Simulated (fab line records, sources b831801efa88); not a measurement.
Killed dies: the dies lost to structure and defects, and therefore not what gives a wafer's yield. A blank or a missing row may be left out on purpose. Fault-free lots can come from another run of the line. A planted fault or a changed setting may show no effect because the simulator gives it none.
Struck lot and sound lot, side by side ; flow sky130 ; 27 out of 708 route steps
Sound: the wafers L530.2, L530.3, L530.5. Wafers struck: L533.2, L533.5, L533.6. The cause is given at the end.
At each step with rows: each side's tool, then ch and its chambers, then its first start. Under that, the readings that differ: sound wafers ; struck wafers ; difference of the means ; sigmas: that difference in standard deviations of wafers without a fault.
alike: words and numbers the same on both sides, and readings whose means are apart by under 2 such deviations; not compared: readings that were withheld, readings missing a value for some wafer, numbers with overlapping values and no deviation given by the record, and bounds like >300 which may hide the same value.
A row with sigmas, a row that says differs or no value, or rows on one side alone: a step with any of these is where the two part. Numbers that have no deviation but don't overlap get no sigmas and don't part them. Lack of a reading on every wafer of one side parts them only where that side has two or more wafers.

first, 3 steps without rows for these wafers: SKY_LDD_N_EXPOSE_04 (exposes mask NTM, target cd 840 nm); SKY_LDD_N_PEB_05; SKY_LDD_N_DEVELOP_06 (develop time 60 s).
SKY_LDD_N_OVL_MEAS_07:
  struck on overlay-01, day 21 19:40; sound on overlay-02, day 20 13:40
  alike: LDD_N_OVL
then, 8 steps without rows for these wafers: SKY_LDD_N_IMPLANT_08; SKY_LDD_N_IMPLANT_09; SKY_LDD_N_IMPLANT_10; SKY_LDD_N_IMPLANT_11; SKY_LDD_N_IMPLANT_12; SKY_LDD_N_IMPLANT_13; SKY_LDD_N_IMPLANT_14; SKY_LDD_N_IMPLANT_15.
SKY_LDD_N_STRIP_16: strips in O2/N2.
  sound on plasma_asher-02 ch 0, day 20 14:54; struck on plasma_asher-03 ch 0,1, day 21 20:54
reading;sound;struck;difference;sigmas
oes_product_au (a.u.);0.406 0.406 0.406;0.901 0.913 0.930;+0.509;+99 or more
strip_time_to_endpoint_s (s);4.319 4.320 4.325;- - -;no value on the struck wafers;
model.NOVOLAK_of_LDD_N_COAT_02.thk_nm (nm);0 0 0;55.01 53.8 54.09;+54.30;
  alike: drypump_motor_current_A
  not compared: rf_hours_counter_h
SKY_LDD_N_TW_MEAS_17:
  struck on film_metro-03, day 21 21:01; sound on film_metro-03, day 20 15:01
  alike: LDD_N_TW
then, 7 steps without rows for these wafers: SKY_LDD_P_DEHYDRATE_00 (time 60 s); SKY_LDD_P_HMDS_01 (prime time 60 s); SKY_LDD_P_COAT_02 (resist thk 1140 nm); SKY_LDD_P_SOFTBAKE_03 (time 60 s); SKY_LDD_P_EXPOSE_04 (exposes mask PSDM, target cd 380 nm); SKY_LDD_P_PEB_05; SKY_LDD_P_DEVELOP_06 (develop time 60 s).
SKY_LDD_P_CD_MEAS_07 targets a cd of 380 nm.
  struck on cd_sem-02, day 23 02:38; sound on cd_sem-02, day 21 21:59
  alike: cd_nm
SKY_LDD_P_OVL_MEAS_08:
  struck on overlay-02, day 23 02:44; sound on overlay-02, day 21 22:06
  alike: LDD_P_OVL
after that, 1 step had no rows for these wafers: SKY_LDD_P_IMPLANT_09.
SKY_LDD_P_STRIP_10: strips in O2/N2.
  sound on plasma_asher-04 ch 1, day 21 22:17; struck on plasma_asher-04 ch 0,1, day 23 02:55
reading;sound;struck;difference;sigmas
strip_time_to_endpoint_s (s);14.14 14.12 14.15;15.00 14.98 14.93;+0.83;+20
  alike: drypump_motor_current_A, oes_product_au
  not compared: rf_hours_counter_h
SKY_LDD_P_TW_MEAS_11:
  struck on film_metro-03, day 23 03:02; sound on film_metro-04, day 21 22:23
reading;sound;struck;difference;sigmas
LDD_P_TW;643.9 643.0 644.3;219.2 236.3 231.7;-414.7;-99 or more
then, 1 step without rows for these wafers: SKY_LDD_HVN_DEHYDRATE_00 (time 60 s).

WHERE THEY PART
Last at SKY_LDD_P_TW_MEAS_11 as far as this record goes, first at SKY_LDD_N_STRIP_16.

WHY: the cause the simulator had injected
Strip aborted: plasma_asher-03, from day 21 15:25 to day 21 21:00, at SKY_LDD_N_STRIP_16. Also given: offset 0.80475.
